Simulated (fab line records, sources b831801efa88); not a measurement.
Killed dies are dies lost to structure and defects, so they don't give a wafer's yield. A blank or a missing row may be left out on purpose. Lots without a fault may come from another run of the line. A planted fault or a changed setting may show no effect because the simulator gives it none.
Which tool did it? | flow gf180mcu | 13 lots, 39 wafers sampled, at 5 steps of a route of 602

WHAT THE GAUGES READ, wafer by wafer
GF_STI_THK_MEAS_24.
lot  | measured    | on            | STI_CVD_23_THK (nm)
L830 | day 2 03:07 | film_metro-01 | 660 654 649
L831 | day 2 08:34 | film_metro-03 | 661 649 661
L832 | day 2 14:53 | film_metro-03 | 650 654 658
L833 | day 2 20:02 | film_metro-03 | 662 659 657
L836 | day 3 11:02 | film_metro-01 | 642 652 648
L837 | day 3 15:50 | film_metro-02 | 653 652 651
L838 | day 3 20:40 | film_metro-02 | 654 658 661
L841 | day 4 12:14 | film_metro-02 | 654 658 656
L842 | day 4 17:42 | film_metro-02 | 639 652 653
L844 | day 5 04:27 | film_metro-03 | 669 655 658
L848 | day 6 00:14 | film_metro-02 | 648 644 657
L849 | day 6 04:59 | film_metro-01 | 646 649 650
L852 | day 6 20:32 | film_metro-03 | 661 652 660

GF_VT_IMPLANT_TW_MEAS_10.
lot  | measured     | on            | VT_IMPLANT_TW
L830 | day 5 15:20  | film_metro-04 | 569 573 571
L831 | day 5 19:55  | film_metro-02 | 561 562 560
L832 | day 6 05:38  | film_metro-01 | 571 576 574
L833 | day 6 09:06  | film_metro-02 | 562 557 558
L836 | day 7 01:46  | film_metro-02 | 555 556 559
L837 | day 7 11:01  | film_metro-04 | 570 570 569
L838 | day 7 16:10  | film_metro-04 | 571 568 569
L841 | day 8 11:30  | film_metro-01 | 566 569 565
L842 | day 8 18:11  | film_metro-02 | 560 558 558
L844 | day 9 05:37  | film_metro-04 | 572 570 571
L848 | day 10 06:27 | film_metro-02 | 1242 1239 1240
L849 | day 10 12:59 | film_metro-04 | 1261 1265 1258
L852 | day 11 06:57 | film_metro-01 | 575 573 574

WHICH TOOL RAN EACH LOT (tool, then ch and the chambers of the sampled wafers, then the start)
lot  | GF_STI_CMP_25                | GF_NWELL_STRIP_10                   | GF_VT_IMPLANT_IMPLANT_08
L830 | cmp-02 ch 1,2,3, day 2 03:16 | plasma_asher-03 ch 0,1, day 3 07:26 | implanter-04 ch 0, day 5 15:05
L831 | cmp-01 ch 2,3, day 2 08:42   | plasma_asher-02 ch 0,1, day 3 12:53 | implanter-04 ch 0, day 5 19:41
L832 | cmp-02 ch 0,1,3, day 2 15:04 | plasma_asher-01 ch 0,1, day 3 19:43 | implanter-04 ch 0, day 6 05:26
L833 | cmp-01 ch 1,2,3, day 2 20:05 | plasma_asher-02 ch 0,1, day 3 23:40 | implanter-04 ch 0, day 6 08:52
L836 | cmp-02 ch 0,1,2, day 3 11:06 | plasma_asher-03 ch 0,1, day 4 15:52 | implanter-01 ch 0, day 7 01:31
L837 | cmp-01 ch 2,3, day 3 16:59   | plasma_asher-01 ch 1, day 4 23:10   | implanter-04 ch 0, day 7 10:47
L838 | cmp-02 ch 0,1, day 3 20:43   | plasma_asher-02 ch 0,1, day 5 02:25 | implanter-03 ch 0, day 7 15:55
L841 | cmp-01 ch 1,2,3, day 4 12:18 | plasma_asher-03 ch 0,1, day 5 19:46 | implanter-04 ch 0, day 8 11:15
L842 | cmp-02 ch 0,2,3, day 4 17:50 | plasma_asher-03 ch 0,1, day 6 01:08 | implanter-01 ch 0, day 8 17:58
L844 | cmp-01 ch 0,3, day 5 04:29   | plasma_asher-03 ch 0,1, day 6 12:19 | implanter-04 ch 0, day 9 05:25
L848 | cmp-02 ch 0,1,2, day 6 00:17 | plasma_asher-02 ch 0,1, day 7 09:26 | implanter-01 ch 0, day 10 06:13
L849 | cmp-01 ch 0,1,2, day 6 05:03 | plasma_asher-03 ch 0,1, day 7 15:26 | implanter-01 ch 0, day 10 12:44
L852 | cmp-02 ch 1,2, day 6 20:35   | plasma_asher-01 ch 0,1, day 8 08:09 | implanter-04 ch 0, day 11 06:43
- GF_STI_CMP_25: polishes, stops on Si3N4, t overpolish 33 s, target thk 524.6 nm.
- GF_NWELL_STRIP_10: strips in O2/N2.
- GF_VT_IMPLANT_IMPLANT_08

WHAT THE TOOLS THEMSELVES READ (means of the sampled wafers that have a number; where no wafer has one, the mark that the record gives instead)
GF_STI_CMP_25.
lot  | tool   | motor_current_A (A) | overpolish_run_s (s) | time_to_endpoint_s (s)
L830 | cmp-02 | 11.0                | 33.006               | 124
L831 | cmp-01 | 12.7                | 33.006               | 126
L832 | cmp-02 | 9.9                 | 32.996               | 123
L833 | cmp-01 | 12.6                | 33.003               | 129
L836 | cmp-02 | 11.3                | 33.001               | 118
L837 | cmp-01 | 13.2                | 32.997               | 122
L838 | cmp-02 | 10.2                | 32.995               | 125
L841 | cmp-01 | 12.9                | 33.004               | 127
L842 | cmp-02 | 11.4                | 32.992               | 128
L844 | cmp-01 | 13.0                | 33.008               | 128
L848 | cmp-02 | 10.8                | 32.998               | 119
L849 | cmp-01 | 12.0                | 33.002               | 127
L852 | cmp-02 | 12.0                | 32.995               | 126

GF_NWELL_STRIP_10.
lot  | tool            | drypump_motor_current_A (A) | heater_power_w (W) | o2_flow_sccm (sccm) | oes_product_au (a.u.) | strip_time_to_endpoint_s (s)
L830 | plasma_asher-03 | 6.1                         | 295                | 3000                | 0.724                 | 36.98
L831 | plasma_asher-02 | 5.2                         | 303                | 2998                | 0.725                 | 36.87
L832 | plasma_asher-01 | 6.1                         | 310                | 2999                | 0.722                 | 36.97
L833 | plasma_asher-02 | 5.0                         | 315                | 3002                | 0.723                 | 36.73
L836 | plasma_asher-03 | 6.3                         | 281                | 2991                | 0.719                 | 36.99
L837 | plasma_asher-01 | 6.1                         | 298                | 3002                | 0.723                 | 37.10
L838 | plasma_asher-02 | 5.0                         | 310                | 3000                | 0.722                 | 36.97
L841 | plasma_asher-03 | 6.3                         | 283                | 2995                | 0.723                 | 37.02
L842 | plasma_asher-03 | 6.2                         | 293                | 2992                | 0.721                 | 36.87
L844 | plasma_asher-03 | 6.3                         | 288                | 2989                | 0.722                 | 36.91
L848 | plasma_asher-02 | 5.0                         | 309                | 3003                | 0.722                 | 36.88
L849 | plasma_asher-03 | 6.2                         | 296                | 2992                | 0.727                 | 36.91
L852 | plasma_asher-01 | 6.1                         | 308                | 2995                | 0.717                 | 36.80

GF_VT_IMPLANT_IMPLANT_08.
lot  | tool         | dose_ions_cm2 | faraday_current_uA
L830 | implanter-04 | 8.288e+12     | 46.4
L831 | implanter-04 | 8.293e+12     | 47.3
L832 | implanter-04 | 8.291e+12     | 46.5
L833 | implanter-04 | 8.286e+12     | 47.1
L836 | implanter-01 | 8.293e+12     | 46.9
L837 | implanter-04 | 8.295e+12     | 46.5
L838 | implanter-03 | 8.286e+12     | 47.3
L841 | implanter-04 | 8.304e+12     | 47.4
L842 | implanter-01 | 8.282e+12     | 45.9
L844 | implanter-04 | 8.296e+12     | 47.1
L848 | implanter-01 | 1.033e+14     | 579.2
L849 | implanter-01 | 1.033e+14     | 566.5
L852 | implanter-04 | 8.269e+12     | 47.2

THE ANSWER, worked out from the rows above alone
Rule: what is usual is taken from the lots themselves. Put in order of their means at a reading, lots are off if they are a third of the lots or fewer, leave a main group of 4 or more, and stand apart from it by a gap of 3 or more times the standard deviation of the main group's means; of several such gaps the widest counts. A main group whose means are all the same, to the digits that the tables above print for the reading, isn't used. A lot without any number at a reading at which 4 lots or more have one is off too. The other lots that the step has rows for count as sound. The gauges are gone through in route order, then the tools' own readings, and for those a lot's mean is taken as printed above. The first step at which some lot is off is used, and at that step the reading that is off furthest; a lot without a number counts as furthest.
Off: L848, L849, at GF_VT_IMPLANT_TW_MEAS_10 (VT_IMPLANT_TW). The main group: mean 566, standard deviation 6.1.
A tool fits if, at a process step before that reading, it ran every lot that is off, and no sound lot after the first of them. The gauges at GF_VT_IMPLANT_TW_MEAS_10 aren't tried: what is off there is off at GF_VT_IMPLANT_IMPLANT_08 too, on other tools, and a gauge's error can't cause that. One fits: implanter-01 at GF_VT_IMPLANT_IMPLANT_08. Its last sound lot is L842 (day 8 17:58), its first lot that is off L848 (day 10 06:13): a fault that began between those two fits.
The tool's own readings at GF_VT_IMPLANT_IMPLANT_08 bear it out: on the lots that are off they differ by more than 5 times the standard deviation of the sound lots' means. dose_ions_cm2 reads 1.033e+14 there against 8.289e+12 on the sound lots; faraday_current_uA reads 572.9 there against 46.9 on the sound lots.

WHAT THE SIMULATOR HAD PUT IN
Process parameter drift: implanter-01, from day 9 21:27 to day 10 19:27, at GF_VT_IMPLANT_IMPLANT_08. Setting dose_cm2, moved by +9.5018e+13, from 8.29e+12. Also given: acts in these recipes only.
Lots struck among those shown: L848, L849. The rule above found the same.
